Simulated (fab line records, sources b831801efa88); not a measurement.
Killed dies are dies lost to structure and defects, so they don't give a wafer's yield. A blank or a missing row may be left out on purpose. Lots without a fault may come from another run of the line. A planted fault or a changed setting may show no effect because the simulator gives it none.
Chamber matching | flow sky130 | SKY_VIA1_CMP_02 on cmp-02: 4 sister chambers
The step polishes SiO2. 22 wafers are shown with their chamber, then 11 later ones without.

WAFERS WITH THEIR CHAMBER
wafer  | chamber | motor_current_A (A)
L075.3 | 0       | 10.2
L075.4 | 2       | 11.5
L075.5 | 1       | 12.2
L076.1 | 2       | 12.0
L076.2 | 0       | 10.1
L076.4 | 3       | 11.9
L083.1 | 2       | 11.5
L083.4 | 0       | 9.9
L083.5 | 1       | 12.6
L086.2 | 2       | 11.7
L086.5 | 3       | 11.6
L086.6 | 0       | 9.9
L088.1 | 2       | 11.3
L088.3 | 1       | 12.1
L088.4 | 3       | 12.1
L089.2 | 2       | 11.7
L089.3 | 3       | 11.5
L089.4 | 0       | 10.1
L090.3 | 3       | 12.4
L090.5 | 3       | 11.9
L090.6 | 2       | 11.4
L092.1 | 2       | 11.4

SIGNATURES (means of the wafers above)
reading         | chamber 0 | chamber 1 | chamber 2 | chamber 3 | scatter within a chamber
motor_current_A | 10.040    | 12.300    | 11.562    | 11.900    | 0.248
Rule: a wafer's distance from a chamber is the root of the sum, over the readings, of the square of ((its reading less the chamber's mean) divided by the reading's scatter). The wafer belongs to the nearest chamber; if the next one is less than 2 further off, it can't be placed. The scatter: the root of (the sum of the squares of (reading less its chamber's mean) over the shown wafers, divided by (wafers less chambers)).

WAFERS WITHOUT THEIR CHAMBER
wafer  | motor_current_A (A)
L092.2 | 11.9
L092.4 | 9.5
L094.1 | 11.3
L094.2 | 11.6
L094.6 | 10.5
L096.3 | 11.8
L096.4 | 12.0
L096.5 | 12.4
L097.3 | 11.8
L097.4 | 12.2
L097.5 | 12.1

WHICH CHAMBER EACH WENT THROUGH
wafer  | from the rows above          | in truth
L092.2 | can't be placed: 3 or 2 or 1 | 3
L092.4 | 0                            | 0
L094.1 | can't be placed: 2 or 3      | 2
L094.2 | can't be placed: 2 or 3      | 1
L094.6 | 0                            | 0
L096.3 | can't be placed: 3 or 2 or 1 | 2
L096.4 | can't be placed: 3 or 1 or 2 | 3
L096.5 | can't be placed: 1 or 3      | 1
L097.3 | can't be placed: 3 or 2 or 1 | 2
L097.4 | can't be placed: 1 or 3      | 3
L097.5 | can't be placed: 1 or 3 or 2 | 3
Placed correctly: 2 of 11. Can't be placed from these rows: 9 (the true chamber is among the candidates in 8). Placed wrongly: 0.
